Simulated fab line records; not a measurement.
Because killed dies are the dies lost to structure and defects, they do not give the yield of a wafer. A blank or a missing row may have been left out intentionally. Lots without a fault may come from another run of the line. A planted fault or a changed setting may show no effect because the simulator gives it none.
Tool commonality check | flow gf180mcu | Lots sampled 14, wafers sampled 42

THE REASON FOR OPENING IT
2 of 14 lots carry a flag on the reading PSD_RS at GF_PSD_RS_MEAS_15. No-fault wafers: 108.74 ohm/sq, standard deviation 0.3.
Rule: a lot is flagged when every wafer of it that has a number lies more than 4 standard deviations from that mean, or none has a number. All remaining lots are regarded as sound.

lot  | measured     | on            | PSD_RS (ohm/sq), wafer by wafer | flag
L295 | day 14 10:35 | film_metro-04 | 108.79 108.65 109.12            |
L297 | day 15 00:41 | film_metro-04 | 108.22 108.47 108.62            |
L299 | day 15 16:11 | film_metro-03 | 108.79 109.19 108.69            |
L300 | day 15 19:43 | film_metro-02 | 110.22 110.91 110.64            | FLAGGED
L302 | day 16 17:11 | film_metro-03 | 108.76 108.64 108.70            |
L303 | day 17 03:08 | film_metro-03 | 110.86 110.52 110.75            | FLAGGED
L305 | day 18 01:49 | film_metro-04 | 108.19 108.53 108.87            |
L309 | day 19 13:08 | film_metro-03 | 108.80 108.70 109.01            |
L310 | day 19 22:58 | film_metro-04 | 109.00 109.27 109.15            |
L311 | day 20 03:26 | film_metro-02 | 109.00 108.94 109.48            |
L312 | day 20 07:46 | film_metro-02 | 108.89 108.70 108.59            |
L314 | day 20 22:01 | film_metro-02 | 108.92 108.85 108.80            |
L315 | day 21 05:50 | film_metro-04 | 108.26 108.51 108.90            |
L318 | day 22 08:47 | film_metro-02 | 109.19 108.61 108.52            |
The mean of the flagged lots' numbers is 110.65 ohm/sq, +1.91 ohm/sq from the usual (+6 standard deviations).

WHICH TOOL RAN EACH LOT
The record holds 1 process step before the reading, out of a route of 602 steps. Each cell gives the tool, then ch followed by the chambers the sampled wafers passed through, then the start.
lot  | flag    | GF_PSD_IMPLANT_09
L295 |         | implanter-04 ch 0, day 14 10:02
L297 |         | implanter-02 ch 0, day 15 00:07
L299 |         | implanter-01 ch 0, day 15 15:38
L300 | FLAGGED | implanter-01 ch 0, day 15 19:10
L302 |         | implanter-04 ch 0, day 16 16:38
L303 | FLAGGED | implanter-01 ch 0, day 17 02:34
L305 |         | implanter-02 ch 0, day 18 01:13
L309 |         | implanter-01 ch 0, day 19 12:34
L310 |         | implanter-01 ch 0, day 19 22:25
L311 |         | implanter-04 ch 0, day 20 02:53
L312 |         | implanter-04 ch 0, day 20 07:13
L314 |         | implanter-04 ch 0, day 20 21:26
L315 |         | implanter-04 ch 0, day 21 05:14
L318 |         | implanter-01 ch 0, day 22 08:14
What these steps do:
- GF_PSD_IMPLANT_09
- GF_PSD_RS_MEAS_15: measures by four-point-probe.

FLAGGED AGAINST TOTAL, ONE TOOL AT A TIME (gauges that did the reading follow at the end)
step              | tool          | lots run | flagged | share of the flagged lots | sound lots run after its first flagged lot
GF_PSD_IMPLANT_09 | implanter-01  | 6        | 2       | all                       | 3 (L309,L310,L318)
GF_PSD_IMPLANT_09 | implanter-02  | 2        | 0       | none                      | -
GF_PSD_IMPLANT_09 | implanter-04  | 6        | 0       | none                      | -
GF_PSD_RS_MEAS_15 | film_metro-02 | 5        | 1       | some                      | 4 (L311,L312,L314,L318)
GF_PSD_RS_MEAS_15 | film_metro-03 | 4        | 1       | some                      | 1 (L309)
GF_PSD_RS_MEAS_15 | film_metro-04 | 5        | 0       | none                      | -

WHAT THE TABLE PERMITS
Rows of the table that ran each flagged lot: 1, that is implanter-01 at GF_PSD_IMPLANT_09.
- implanter-01 at GF_PSD_IMPLANT_09: 2 of its 6 lots flagged. Sound lots followed the first flagged one (L309, L310, L318) on it, something a lasting fault affecting the whole tool could not allow. Its own readings (tilt_deg) fall more than 4 standard deviations out on all wafers of the flagged lots.
None of the table's rows ran every flagged lot and, after the first, no sound lot.

WHAT HAD BEEN PUT IN BY THE SIMULATOR
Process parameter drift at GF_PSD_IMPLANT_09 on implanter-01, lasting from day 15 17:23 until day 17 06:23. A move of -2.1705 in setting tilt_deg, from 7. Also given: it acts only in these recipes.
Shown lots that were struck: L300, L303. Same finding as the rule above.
